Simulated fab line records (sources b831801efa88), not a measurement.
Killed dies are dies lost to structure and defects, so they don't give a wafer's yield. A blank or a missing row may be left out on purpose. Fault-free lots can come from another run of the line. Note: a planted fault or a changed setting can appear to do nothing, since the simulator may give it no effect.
A struck lot beside a sound one || flow sky130 || 14 steps out of a route of 708
Sound: these wafers, L220.1, L220.4, L220.6. The struck wafers were L222.1, L222.3, L222.5. The cause is given at the end.
Each step with rows lists, per side, the tool, then ch with its chambers, then its first start. Under that, the readings that differ: sound wafers || struck wafers || difference of the means || sigmas: that difference in standard deviations of wafers without a fault.
alike: readings whose means differ by less than 2 such deviations, and words and numbers that are the same on both sides. not compared: withheld readings, readings that some wafer has no value for, bounds like >300 that may hide the same value, and numbers for which the record gives no deviation and whose values overlap.
A row with sigmas, a row that says differs or no value, or rows on one side alone: a step with any of these is where the two part. When numbers do not overlap yet have no deviation, they are printed without sigmas and do not part them. A reading missing from all wafers of one side parts the sides only when that side holds two or more wafers.

first, 4 steps without rows for these wafers: SKY_LDD_N_SOFTBAKE_03 (time 60 s); SKY_LDD_N_EXPOSE_04 (exposes mask NTM, target cd 840 nm); SKY_LDD_N_PEB_05; SKY_LDD_N_DEVELOP_06 (develop time 60 s).
SKY_LDD_N_OVL_MEAS_07:
  sound on overlay-01, day 17 22:31; struck on overlay-01, day 18 19:11
  alike: LDD_N_OVL
then, 7 steps without rows for these wafers: SKY_LDD_N_IMPLANT_08; SKY_LDD_N_IMPLANT_09; SKY_LDD_N_IMPLANT_10; SKY_LDD_N_IMPLANT_11; SKY_LDD_N_IMPLANT_12; SKY_LDD_N_IMPLANT_13; SKY_LDD_N_IMPLANT_14.
SKY_LDD_N_IMPLANT_15:
  struck on implanter-02, day 18 20:16; sound on implanter-02 ch 0, day 17 23:37
  no value came back on the struck wafers for beam energy keV, beam on s (s); on the sound wafers beam energy keV reads 50.009 50.015 50.006
SKY_LDD_N_STRIP_16: strips in O2/N2.
  sound on plasma asher-04 ch 0,1, day 17 23:46; struck on plasma asher-03 ch 1, day 18 20:25
  alike: drypump motor current A, oes product au, strip time to endpoint s
  not compared: rf hours counter h

== WHERE THEY PART ==
Only at SKY_LDD_N_IMPLANT_15, within this record. Later steps at which nothing parts them and some readings are alike: SKY_LDD_N_STRIP_16.

WHY: what the simulator had put in
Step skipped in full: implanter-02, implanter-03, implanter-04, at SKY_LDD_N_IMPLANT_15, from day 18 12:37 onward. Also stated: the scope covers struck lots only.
